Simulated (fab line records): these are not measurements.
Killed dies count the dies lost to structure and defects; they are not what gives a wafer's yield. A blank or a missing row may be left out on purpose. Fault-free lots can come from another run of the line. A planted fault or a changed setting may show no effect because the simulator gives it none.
8D (eight disciplines) problem report, filled in by code + flow gf180mcu + the parts of the form that need people (team, actions taken, sign-off) are left out

1. THE PROBLEM
Wafers free of any fault read 16.4 ohm/sq (standard deviation 0.34) for SALICIDE_TIN_RS at GF_SALICIDE_RS_MEAS_04, against a mean of 22.1 ohm/sq on 2 wafers of 2 lots. That puts it +17 standard deviations away from the usual mean.
The step: measures by four-point-probe.
Seen first at day 18 11:01 on film metro-04, wafer L358.3. Wafers with a number at this step in the record: 40, from 14 lots. The rule behind "out" and "out of limits": a value lying over 4 standard deviations away from the usual mean. Any other wafer with a number is counted as sound.

2. WHAT IT IS, AND WHAT IT ISN'T
| question                    | is                           | is not                                                                                                               |
|-----------------------------|------------------------------|----------------------------------------------------------------------------------------------------------------------|
| which readings at this step | SALICIDE_TIN_RS              | -                                                                                                                    |
| which lots                  | L358, L361                   | L350, L351, L352, L353, L364, L365, L366, L368, L369, L370, L372, L373                                               |
| which wafers of those lots  | L358.3, L361.1               | L358.4, L361.6                                                                                                       |
| read on which gauges        | film metro-01, film metro-04 | film metro-02                                                                                                        |
| when                        | from day 18 11:01            | up to then (13 sound wafers); but 25 sound wafers of L361, L364, L365, L366, L368, L369, L370, L372, L373 came after |

3. WHAT RULES OUT EACH SUSPECT
Counting: any tool at a process step up to the reading remains a suspect provided it ran every lot that is out. Sound lots after the first of them don't rule it out here, since some wafers of a struck lot are sound.
- the gauge at GF_SALICIDE_RS_MEAS_04: ruled out. 2 gauges (film metro-01, film metro-04) read the wafers that are out.
- pvd sputter-04 at GF_SALICIDE_SPUTTER_02 (material Co, target thk 10 nm, time 20 s): kept. Every lot that is out went through it, the first being L358 (day 18 10:56); the last sound lot it ran before that was L352 (day 16 11:03).
The count leaves pvd sputter-04 at GF_SALICIDE_SPUTTER_02.

4. THE CAUSE (what the simulator had put in)
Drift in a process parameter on pvd sputter-04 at GF_SALICIDE_SPUTTER_02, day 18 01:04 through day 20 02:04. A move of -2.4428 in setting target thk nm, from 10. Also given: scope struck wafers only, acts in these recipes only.
Counting left only this tool.

5. SEQUENCE OF EFFECTS, ordered by route
One row per reading whose mean, taken over the struck wafers that have a number, lies over 3 standard deviations from the usual. Only readings whose record carries a usual standard deviation are examined. hours: median over the lots of the time between each lot's start at the first step of this table that gives one and its start at this step. sigmas: the change, counted in usual standard deviations.
| hours | step                   | reading         | usual       | on struck wafers | change | sigmas |
|-------|------------------------|-----------------|-------------|------------------|--------|--------|
| 0     | GF_SALICIDE_RS_MEAS_04 | SALICIDE_TIN_RS | 16.4 ohm/sq | 22.1             | +5.7   | +17    |
Later steps that measure or inspect, where all struck wafers having a row at the step show a number for every such reading and not one has moved that far: GF_CONTACT_OVL_MEAS_15.

6. WHAT WOULD HAVE CAUGHT IT SOONER
The first out-of-limits reading at a measuring or inspecting step in this record came at day 18 11:01, 10 hours after the fault's start at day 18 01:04.
No tool reading at GF_SALICIDE_SPUTTER_02 that has a usual standard deviation in the record was out on any struck wafer, so an alarm limit of 4 standard deviations on those readings would not have fired.
Of the lots that are out (2), L361 began GF_SALICIDE_SPUTTER_02 on pvd sputter-04 after day 18 11:01. Had the tool been put on hold then, it would have been spared.
